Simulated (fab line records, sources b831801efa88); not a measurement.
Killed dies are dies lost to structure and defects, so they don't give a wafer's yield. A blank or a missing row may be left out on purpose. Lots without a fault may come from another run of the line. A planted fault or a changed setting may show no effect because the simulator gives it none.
fab line records | flow sky130
record lots=14 wafers=42 last_day=50
route steps=708 shown SONOS_ONO@181 LDD_P@261 LDD_HVN@274 PAD_OPEN@708
lots that met no fault: from a run of the same line without faults
start_h: hours from the record's first day to the start of the lot's first wafer shown | wait_h: hours since the lot's step before | " the same as in the row above | L1.1+2: a row that stands for several wafers | - no value, or no start given | * or withheld: withheld | < > ~ a bound
route shown NAME@n: a module of which the file shows steps, and the number in the route of the first | usual: mean/standard deviation of fault-free wafers | same: alike in all rows | chamber/n: place in a boat | sites: the reading at each site | _std_site: their standard deviation | _edge_site: outer sites' mean less inner sites' | radius_mm: how far each site lies from the wafer's centre | mask NAME#n: copy n | behind: the tool/chamber that last shaped the wafer | hold: why the lot was held/for how many hours/how that ended | device: the transistor (n, p or np) that didn't switch | end of line: the same wafers' tests at the end of the route | a step without rows: its recipe alone | killed: dies lost to structure and defects at the first sort, not the wafer's yield | map: a wafer's dies, x killed, . not, _ none there
set.NAME: the setting as run; set.NAME@STEP: as run at that earlier step | model.NAME: the simulator's own value behind a step, which no gauge read
steps of the route over a sample of lots; a table a step, a row a wafer
## steps
# step SKY_SONOS_ONO_CD_MEAS_13
# recipe target_cd_nm=410
# usual cd_nm=410.0/2.4
# columns lot.wafer tool chamber start_h wait_h cd_nm
L411.1 cd_sem-01 - 272.47 0.1 411.8
L411.2 " - " " 411.4
L411.4 " - " " 408.7
L412.3 cd_sem-01 - 280.83 0.1 409.2
L412.5 " - " " 410.4
L412.6 " - " " 409.8
L413.1 cd_sem-01 - 291.54 0.1 407.7
L413.2 " - " " 408.7
L413.5 " - " " 409.1
L414.2 cd_sem-01 - 296.46 0.1 405.4
L414.3 " - " " 406.2
L414.6 " - " " 408.6
L415.3 cd_sem-01 - 315.03 0.1 409.2
L415.5 " - " " 406.5
L415.6 " - " " 405.6
L417.2 cd_sem-02 - 324.69 0.1 408.5
L417.4 " - " " 408.1
L417.6 " - " " 410.7
L418.3 cd_sem-01 - 334.33 0.1 407.8
L418.4 " - " " 408.6
L418.5 " - " " 407.5
L420.2 cd_sem-01 - 362.51 0.1 411.3
L420.3 " - " " 412.1
L420.4 " - " " 411.5
L423.2 cd_sem-01 - 389.84 0.1 410.1
L423.4 " - " " 410.3
L423.6 " - " " 410.3
L425.3 cd_sem-01 - 423.73 0.1 415.0
L425.5 " - " " 412.0
L425.6 " - " " 413.5
L427.1 cd_sem-02 - 426.14 0.1 409.2
L427.4 " - " " 408.6
L427.5 " - " " 407.7
L430.3 cd_sem-02 - 440.18 0.1 410.8
L430.4 " - " " 409.6
L430.5 " - " " 410.5
L433.1 cd_sem-02 - 468.27 0.1 410.6
L433.3 " - " " 409.0
L433.4 " - " " 409.8
L432.2 cd_sem-02 - 468.61 0.1 409.9
L432.3 " - " " 407.5
L432.5 " - " " 407.0
# step SKY_LDD_P_DEVELOP_06
# recipe resist=NOVOLAK developer=TMAH develop_time_s=60 dev_temp_c=23
# usual developer_temp_C=23.00/0.085
# columns lot.wafer tool chamber start_h wait_h developer_temp_C
L411.1 litho_track-01 0 416.87 0.1 23.08
L411.2 " 0 " " 22.91
L411.4 " 0 " " 22.94
L412.3 litho_track-03 0 435.09 0.1 22.97
L412.5 " 0 " " 23.13
L412.6 " 0 " " 22.87
L413.1 litho_track-03 0 446.89 0.1 23.14
L413.2 " 0 " " 23.05
L413.5 " 0 " " 23.31
L414.2 litho_track-03 0 450.86 0.1 22.92
L414.3 " 0 " " 22.91
L414.6 " 0 " " 22.98
L415.3 litho_track-03 0 466.99 0.1 22.93
L415.5 " 0 " " 22.98
L415.6 " 0 " " 22.86
L417.2 litho_track-02 0 483.35 0.1 23.15
L417.4 " 0 " " 23.11
L417.6 " 0 " " 23.09
L418.3 litho_track-01 0 492.87 0.1 22.98
L418.4 " 0 " " 22.94
L418.5 " 0 " " 22.85
L420.2 litho_track-02 0 526.85 0.1 23.01
L420.3 " 0 " " 23.07
L420.4 " 0 " " 23.02
L423.2 litho_track-02 0 553.10 0.1 22.82
L423.4 " 0 " " 23.02
L423.6 " 0 " " 23.11
L425.3 litho_track-03 0 583.49 0.1 22.98
L425.5 " 0 " " 23.04
L425.6 " 0 " " 23.17
L427.1 litho_track-03 0 587.99 0.1 23.02
L427.4 " 0 " " 22.90
L427.5 " 0 " " 22.94
L430.3 litho_track-02 0 601.33 0.1 22.94
L430.4 " 0 " " 23.05
L430.5 " 0 " " 23.13
L433.1 litho_track-03 0 626.94 0.1 22.24
L433.3 " 0 " " 22.29
L433.4 " 0 " " 22.19
L432.2 litho_track-03 0 631.26 0.1 22.27
L432.3 " 0 " " 22.39
L432.5 " 0 " " 22.35
# step SKY_LDD_P_CD_MEAS_07
# recipe target_cd_nm=380
# usual cd_nm=378.8/2.5
# columns lot.wafer tool chamber start_h wait_h cd_nm
L411.1 cd_sem-02 - 417.02 0.1 376.8
L411.2 " - " " 380.6
L411.4 " - " " 377.5
L412.3 cd_sem-01 - 435.23 0.1 379.9
L412.5 " - " " 379.6
L412.6 " - " " 379.3
L413.1 cd_sem-02 - 447.04 0.1 381.1
L413.2 " - " " 381.4
L413.5 " - " " 380.6
L414.2 cd_sem-02 - 451.01 0.1 374.7
L414.3 " - " " 378.7
L414.6 " - " " 376.3
L415.3 cd_sem-02 - 467.13 0.1 380.7
L415.5 " - " " 381.2
L415.6 " - " " 379.3
L417.2 cd_sem-02 - 483.50 0.1 376.7
L417.4 " - " " 376.9
L417.6 " - " " 377.5
L418.3 cd_sem-01 - 493.01 0.1 379.0
L418.4 " - " " 379.9
L418.5 " - " " 377.0
L420.2 cd_sem-01 - 527.00 0.1 377.3
L420.3 " - " " 378.7
L420.4 " - " " 379.0
L423.2 cd_sem-01 - 553.25 0.1 374.3
L423.4 " - " " 373.9
L423.6 " - " " 374.1
L425.3 cd_sem-02 - 583.63 0.1 378.1
L425.5 " - " " 377.5
L425.6 " - " " 377.5
L427.1 cd_sem-01 - 588.14 0.1 380.4
L427.4 " - " " 381.4
L427.5 " - " " 382.3
L430.3 cd_sem-02 - 601.47 0.1 381.8
L430.4 " - " " 379.3
L430.5 " - " " 381.0
L433.1 cd_sem-02 - 627.09 0.1 383.9
L433.3 " - " " 383.9
L433.4 " - " " 386.4
L432.2 cd_sem-02 - 631.41 0.1 380.2
L432.3 " - " " 381.1
L432.5 " - " " 379.0
# step SKY_LDD_HVN_OVL_MEAS_07
# usual LDD_HVN_OVL=0.3/1.2
# columns lot.wafer tool chamber start_h wait_h LDD_HVN_OVL[nm]
L411.1 overlay-02 - 448.54 0.1 1.1
L411.2 " - " " 0.3
L411.4 " - " " 0.9
L412.3 overlay-01 - 466.24 0.1 -0.6
L412.5 " - " " 1.7
L412.6 " - " " 0.7
L413.1 overlay-02 - 477.69 0.1 -0.8
L413.2 " - " " 1.1
L413.5 " - " " -0.7
L414.2 overlay-02 - 481.50 0.1 -1.1
L414.3 " - " " -0.3
L414.6 " - " " -1.0
L415.3 overlay-01 - 498.19 0.1 -0.7
L415.5 " - " " 1.4
L415.6 " - " " 0.0
L417.2 overlay-01 - 514.34 0.1 1.8
L417.4 " - " " 1.5
L417.6 " - " " 1.1
L418.3 overlay-02 - 523.89 0.1 1.4
L418.4 " - " " 0.1
L418.5 " - " " 0.9
L420.2 overlay-02 - 557.04 0.1 1.5
L420.3 " - " " 1.0
L420.4 " - " " 0.6
L423.2 overlay-02 - 582.63 0.1 1.0
L423.4 " - " " 1.1
L423.6 " - " " 1.0
L425.3 overlay-01 - 612.14 0.1 0.3
L425.5 " - " " 0.4
L425.6 " - " " -0.4
L427.1 overlay-02 - 617.93 0.1 0.7
L427.4 " - " " 0.7
L427.5 " - " " 1.2
L430.3 overlay-01 - 630.24 0.1 -0.5
L430.4 " - " " -1.0
L430.5 " - " " -2.7
L433.1 overlay-02 - 655.58 0.1 2.4
L433.3 " - " " 3.1
L433.4 " - " " 2.6
L432.2 overlay-02 - 659.95 0.1 -1.2
L432.3 " - " " -0.2
L432.5 " - " " -0.1
# step SKY_PAD_OPEN_PROBE_99
# usual killed_at_M0_to_M3=44/7.6 killed_at_M4_up=3.2/1.7 killed_at_contacts=24/5.7 killed_at_front_end=16/3.9 killed_at_other=0.2/0.45 killed_dies=87/9.5 killed_open=47/6.9 killed_short=40/5.8
# same gross_dies=492 killed_at_back_side=0
# columns lot.wafer tool chamber start_h wait_h killed_at_M0_to_M3 killed_at_M4_up killed_at_contacts killed_at_front_end killed_at_other killed_dies killed_open killed_short
L412.3 prober-02 - 1073.66 0.2 41 5 30 13 0 89 45 44
L412.5 prober-02 - 1073.76 0.2 37 5 27 13 0 82 45 37
L412.6 prober-02 - 1073.81 0.2 38 1 16 26 0 81 45 36
L414.2 prober-02 - 1085.36 0.1 55 3 26 7 1 92 56 36
L414.3 prober-02 - 1085.41 0.2 45 6 31 15 1 98 56 42
L414.6 prober-02 - 1085.56 0.2 51 6 39 22 0 118 59 59
L415.3 prober-01 - 1099.16 0.2 49 4 25 20 0 98 53 45
L415.5 prober-01 - 1099.26 0.2 47 2 17 18 0 84 47 37
L415.6 prober-01 - 1099.31 0.2 46 4 22 16 0 88 53 35
L423.2 prober-01 - 1146.23 0.1 38 2 14 21 0 75 37 38
L423.4 prober-01 - 1146.33 0.2 33 6 17 14 0 70 34 36
L423.6 prober-01 - 1146.43 0.2 43 3 30 16 0 92 50 42
L430.3 prober-02 - 1181.95 0.2 42 3 28 21 0 94 51 43
L430.4 prober-02 - 1182.00 0.2 37 2 29 13 0 81 43 38
L430.5 prober-02 - 1182.05 0.2 40 3 29 16 0 88 44 44
L432.2 prober-02 - 1196.09 0.1 38 3 19 18 0 78 47 31
L432.3 prober-02 - 1196.14 0.2 33 4 25 17 0 79 44 35
L432.5 prober-02 - 1196.24 0.2 39 4 27 12 0 82 44 38
L433.1 prober-01 - 1198.36 0.1 37 9 14 20 1 81 39 42
L433.3 prober-01 - 1198.46 0.2 47 5 21 20 0 93 56 37
L433.4 prober-01 - 1198.51 0.2 47 7 21 16 0 91 44 47
# killed by level:class
L412.3 CONTACT:geometric_particle:open=10 VIA1:geometric_particle:open=10 LI_CONTACT:geometric_particle:open=8 CONTACT:geometric_particle:short=7 METAL1:geometric_particle:short=6 SPACER:geometric_particle:open=5 VIA1:geometric_particle:short=5 METAL4:geometric_particle:short=5
L412.5 LI_CONTACT:geometric_particle:open=9 CONTACT:geometric_particle:open=8 VIA1:geometric_particle:open=8 FIELD_ISO:geometric_particle:short=5 VIA2:geometric_particle:open=5 LOCAL_INTERCONNECT:geometric_particle:short=4 CONTACT:geometric_particle:short=4 METAL1:geometric_particle:short=4
L412.6 FIELD_ISO:geometric_particle:open=7 CONTACT:geometric_particle:open=6 VIA2:geometric_particle:open=6 VIA1:geometric_particle:open=5 POLY_GATE:geometric_particle:open=5 CONTACT:geometric_particle:short=5 METAL2:geometric_particle:short=5 VIA3:geometric_particle:short=5
L414.2 VIA1:geometric_particle:open=14 LI_CONTACT:geometric_particle:open=13 CONTACT:geometric_particle:open=10 VIA1:geometric_particle:short=9 VIA3:geometric_particle:open=7 VIA2:geometric_particle:short=5 VIA2:geometric_particle:open=5 VIA3:geometric_particle:short=5
L414.3 CONTACT:geometric_particle:open=14 VIA1:geometric_particle:open=11 LI_CONTACT:geometric_particle:open=10 METAL1:geometric_particle:short=8 VIA3:geometric_particle:open=6 VIA3:geometric_particle:short=4 CONTACT:geometric_particle:short=4 VIA1:geometric_particle:short=4
L414.6 LI_CONTACT:geometric_particle:open=11 VIA1:geometric_particle:open=11 CONTACT:geometric_particle:open=10 POLY_GATE:geometric_particle:short=8 CONTACT:geometric_particle:short=8 LOCAL_INTERCONNECT:geometric_particle:short=7 VIA1:geometric_particle:short=7 VIA3:geometric_particle:open=7
L415.3 VIA1:geometric_particle:open=10 LI_CONTACT:geometric_particle:open=8 POLY_GATE:geometric_particle:open=7 VIA1:geometric_particle:short=7 METAL2:geometric_particle:short=6 CONTACT:geometric_particle:open=6 VIA2:geometric_particle:open=5 VIA3:geometric_particle:open=5
L415.5 VIA2:geometric_particle:open=9 VIA1:geometric_particle:open=8 METAL1:geometric_particle:short=7 CONTACT:geometric_particle:open=6 FIELD_ISO:geometric_particle:open=5 POLY_GATE:geometric_particle:open=5 VIA1:geometric_particle:short=5 VIA2:geometric_particle:short=5
L415.6 LI_CONTACT:geometric_particle:open=9 VIA1:geometric_particle:open=9 CONTACT:geometric_particle:open=7 FIELD_ISO:geometric_particle:open=6 VIA2:geometric_particle:open=6 METAL1:geometric_particle:short=6 VIA3:geometric_particle:open=6 VIA2:geometric_particle:short=5
L423.2 VIA1:geometric_particle:open=10 CONTACT:geometric_particle:open=8 POLY_GATE:geometric_particle:open=5 VIA1:geometric_particle:short=5 VIA3:geometric_particle:open=5 FIELD_ISO:geometric_particle:short=4 FIELD_ISO:geometric_particle:open=4 POLY_GATE:geometric_particle:short=4
L423.4 VIA2:geometric_particle:open=10 CONTACT:geometric_particle:open=9 METAL4:geometric_particle:short=5 METAL3:geometric_particle:short=5 FIELD_ISO:geometric_particle:short=4 METAL1:geometric_particle:short=4 CONTACT:geometric_particle:short=4 VIA1:geometric_particle:short=4
L423.6 VIA1:geometric_particle:open=10 LOCAL_INTERCONNECT:geometric_particle:short=9 LI_CONTACT:geometric_particle:open=8 CONTACT:geometric_particle:open=8 METAL2:geometric_particle:short=5 VIA3:geometric_particle:open=5 FIELD_ISO:geometric_particle:open=4 CONTACT:geometric_particle:short=4
L430.3 CONTACT:geometric_particle:open=11 VIA1:geometric_particle:open=9 LI_CONTACT:geometric_particle:open=6 FIELD_ISO:geometric_particle:short=5 POLY_GATE:geometric_particle:short=5 LI_CONTACT:geometric_particle:short=5 CONTACT:geometric_particle:short=5 VIA2:geometric_particle:open=5
L430.4 CONTACT:geometric_particle:open=11 VIA1:geometric_particle:open=9 LI_CONTACT:geometric_particle:open=7 CONTACT:geometric_particle:short=5 METAL1:geometric_particle:short=5 METAL2:geometric_particle:short=4 POLY_GATE:geometric_particle:open=4 METAL3:geometric_particle:short=4
L430.5 LI_CONTACT:geometric_particle:open=9 CONTACT:geometric_particle:open=9 METAL1:geometric_particle:short=9 VIA2:geometric_particle:open=8 METAL2:geometric_particle:short=7 VIA1:geometric_particle:open=5 LI_CONTACT:geometric_particle:short=5 CONTACT:geometric_particle:short=5
L432.2 VIA1:geometric_particle:open=9 CONTACT:geometric_particle:open=9 METAL2:geometric_particle:short=6 VIA1:geometric_particle:short=6 VIA2:geometric_particle:open=6 FIELD_ISO:geometric_particle:open=5 LI_CONTACT:geometric_particle:open=4 POLY_GATE:geometric_particle:open=4
L432.3 CONTACT:geometric_particle:open=11 LI_CONTACT:geometric_particle:open=7 POLY_GATE:geometric_particle:open=5 METAL2:geometric_particle:short=5 VIA2:geometric_particle:open=5 FIELD_ISO:geometric_particle:open=4 POLY_GATE:geometric_particle:short=4 VIA1:geometric_particle:short=4
L432.5 VIA1:geometric_particle:open=11 LOCAL_INTERCONNECT:geometric_particle:short=7 POLY_GATE:geometric_particle:open=6 CONTACT:geometric_particle:open=6 VIA1:geometric_particle:short=5 LI_CONTACT:geometric_particle:short=5 LI_CONTACT:geometric_particle:open=5 METAL1:geometric_particle:short=5
L433.1 VIA1:geometric_particle:open=9 METAL4:geometric_particle:short=8 VIA3:geometric_particle:open=5 POLY_GATE:geometric_particle:open=5 CONTACT:geometric_particle:short=5 VIA1:geometric_particle:short=5 FIELD_ISO:geometric_particle:open=4 FIELD_ISO:geometric_particle:short=4
L433.3 VIA1:geometric_particle:open=17 CONTACT:geometric_particle:open=9 FIELD_ISO:geometric_particle:open=7 METAL2:geometric_particle:short=7 LI_CONTACT:geometric_particle:open=6 METAL1:geometric_particle:short=5 FIELD_ISO:geometric_particle:short=4 POLY_GATE:geometric_particle:open=4
L433.4 VIA1:geometric_particle:open=10 METAL2:geometric_particle:short=8 POLY_GATE:geometric_particle:short=7 VIA2:geometric_particle:open=6 LOCAL_INTERCONNECT:geometric_particle:short=5 CONTACT:geometric_particle:open=5 VIA1:geometric_particle:short=5 METAL3:geometric_particle:short=4
## key
first_sign step=SKY_LDD_P_DEVELOP_06 reading=developer_temp_C direction=down sigmas=8.3 usual=* struck=*
effect step=SKY_LDD_P_CD_MEAS_07 reading=cd_nm direction=up sigmas=1.5 usual=378.8 struck=382.4
met_at SKY_LDD_P_DEVELOP_06
struck_lots L432,L433
tester_left_out L432,L433
not_acting_at SKY_SONOS_ONO_CD_MEAS_13,SKY_LDD_P_CD_MEAS_07,SKY_LDD_HVN_OVL_MEAS_07
onset_between 587.99 626.94
fault kind=process_parameter_drift tool=litho_track-03 chamber=- onset_h=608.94 steps=SKY_LDD_P_DEVELOP_06 channel=dev_temp_c offset=* shape=step end_h=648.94 acts_in=* stated=*
# tester_left_out: of these lots the tester's yield and bins aren't shown, on N5 and GAA mostly nor the transistor test; their killed dies are dies lost to structure and defects alone, not to doping, threshold or leakage, so they don't give the yield
